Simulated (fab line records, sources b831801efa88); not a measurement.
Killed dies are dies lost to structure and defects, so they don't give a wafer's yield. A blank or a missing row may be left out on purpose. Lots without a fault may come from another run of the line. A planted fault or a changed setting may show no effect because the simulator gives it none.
A struck lot beside a sound one | flow sky130 | 18 steps out of a route of 708
Sound: wafers L441.2, L441.3, L441.5. Struck: wafer L455.1. (L455.5, L455.6 of the same lot were not struck and are left out.) The cause comes at the end.
At each step with rows: each side's tool, then ch and its chambers, then its first start. Under that, the readings that differ: sound wafers | struck wafers | difference of the means | sigmas: that difference in standard deviations of wafers without a fault.
alike: readings whose means differ by less than 2 such deviations, and words and numbers that are the same on both sides. not compared: withheld readings, readings that some wafer has no value for, bounds like >300 that may hide the same value, and numbers for which the record gives no deviation and whose values overlap.
The two part at a step that has a row with sigmas, a row that says differs or no value, or rows on one side only. Numbers that don't overlap but have no deviation are shown without sigmas and don't part them. A reading that every wafer of one side lacks parts them only if that side has two wafers or more.

first, 2 steps without rows for these wafers: SKY_CONTACT_PEB_12; SKY_CONTACT_DEVELOP_13 (develop time 60 s).
SKY_CONTACT_CD_MEAS_14: target cd 170 nm.
  sound on cd_sem-02, day 32 00:26; struck on cd_sem-01, day 36 13:24
  reading    | sound             | struck | difference | sigmas
  cd_nm (nm) | 173.1 172.7 172.8 | 166.9  | -6.0       | -3
SKY_CONTACT_OVL_MEAS_15:
  sound on overlay-01, day 32 00:32; struck on overlay-02, day 36 13:31
  reading          | sound    | struck | difference | sigmas
  CONTACT_OVL (nm) | -4 -9 -2 | 8      | +13        | +2
then, 1 step without rows for these wafers: SKY_CONTACT_ETCH_16 (etches BARC in N2/H2, stops on SiO2, time 45.9 s, target depth 60 nm).
SKY_CONTACT_ETCH_17: etches SiO2 in C4F8/O2/Ar, stops on Si3N4, target depth 340 nm.
  sound on rie_diel-04 ch 1,2,3, day 32 00:37; struck on rie_diel-04 ch 1, day 36 13:35
  alike: oes_product_au, rf_fwd_power_W
SKY_CONTACT_ETCH_18: etches Si3N4 in CHF3/O2, stops on TiN, time 39 s, target depth 75 nm.
  sound on rie_diel-04 ch 1,2,3; struck on rie_diel-04 ch 1
  alike: chf3_flow_sccm, drypump_motor_current_A, oes_product_au, rf_fwd_power_W, throttle_valve_pct
  not compared: rf_hours_counter_h
SKY_CONTACT_STRIP_19: strips in O2/N2.
  sound on plasma_asher-02 ch 1, day 32 00:42; struck on plasma_asher-01 ch 1, day 36 13:41
  alike: drypump_motor_current_A, oes_product_au, strip_time_to_endpoint_s
  not compared: rf_hours_counter_h
then, 3 steps without rows for these wafers: SKY_CONTACT_STRIP_20 (strips in post etch residue remover, time 1200 s); SKY_CONTACT_CLEAN_21 (cleans in IPA, time 180 s); SKY_CONTACT_CLEAN_22 (cleans in O3/DIW).
SKY_CONTACT_SPUTTER_23: material TiN, target thk 20 nm, time 80 s.
  sound on pvd_sputter-01, day 32 01:18; struck on pvd_sputter-02, day 36 14:19
  alike: throttle_valve_pct
SKY_CONTACT_CVD_24: deposits W, target thk 340 nm, time 102.12 s.
  sound on cvd_w-02 ch 0, day 32 01:22; struck on cvd_w-01 ch 1, day 36 14:22
  reading                               | sound             | struck | difference | sigmas
  heater_power_w (W)                    | 905 913 889       | 770    | -132       | -2
  model.W_of_CONTACT_CVD_24.thk_nm (nm) | 344.6 347.8 348.2 | 633    | +286       |
SKY_CONTACT_RS_MEAS_25: measures by four-point-probe.
  sound on film_metro-04, day 32 01:29; struck on film_metro-04, day 36 14:46
  reading               | sound             | struck | difference | sigmas
  CONTACT_W_RS (ohm/sq) | 0.333 0.329 0.330 | 0.180  | -0.151     | -24
  not compared: hold
SKY_CONTACT_THK_MEAS_26: measures by xrf.
  sound on film_metro-04, day 32 01:36; struck on film_metro-04, day 36 18:29
  not compared: hold, CONTACT_W_THK
SKY_CONTACT_CMP_27: polishes, stops on SiO2, t overpolish 15 s, target thk 0 nm.
  sound on cmp-01 ch 1,2,3, day 32 01:45; struck on cmp-01 ch 0, day 36 23:44
  reading                | sound    | struck                   | difference                   | sigmas
  hold                   | - - -    | await_dispo/4.9h/release | no value on the sound wafers |
  time_to_endpoint_s (s) | 86 88 93 | 142                      | +53                          | +12
  alike: motor_current_A, platen_rpm
SKY_METAL1_SPUTTER_00: material Ti, target thk 15 nm, time 10 s.
  sound on pvd_sputter-04, day 32 01:57; struck on pvd_sputter-04, day 37 00:02
  alike: throttle_valve_pct
then, 1 step without rows for these wafers: SKY_PAD_OPEN_PROBE_99.

WHERE THEY PART
First at SKY_CONTACT_CD_MEAS_14; last, within this record, at SKY_CONTACT_CMP_27. Later steps at which nothing parts them and some readings are alike: SKY_METAL1_SPUTTER_00.

WHY: what the simulator had put in
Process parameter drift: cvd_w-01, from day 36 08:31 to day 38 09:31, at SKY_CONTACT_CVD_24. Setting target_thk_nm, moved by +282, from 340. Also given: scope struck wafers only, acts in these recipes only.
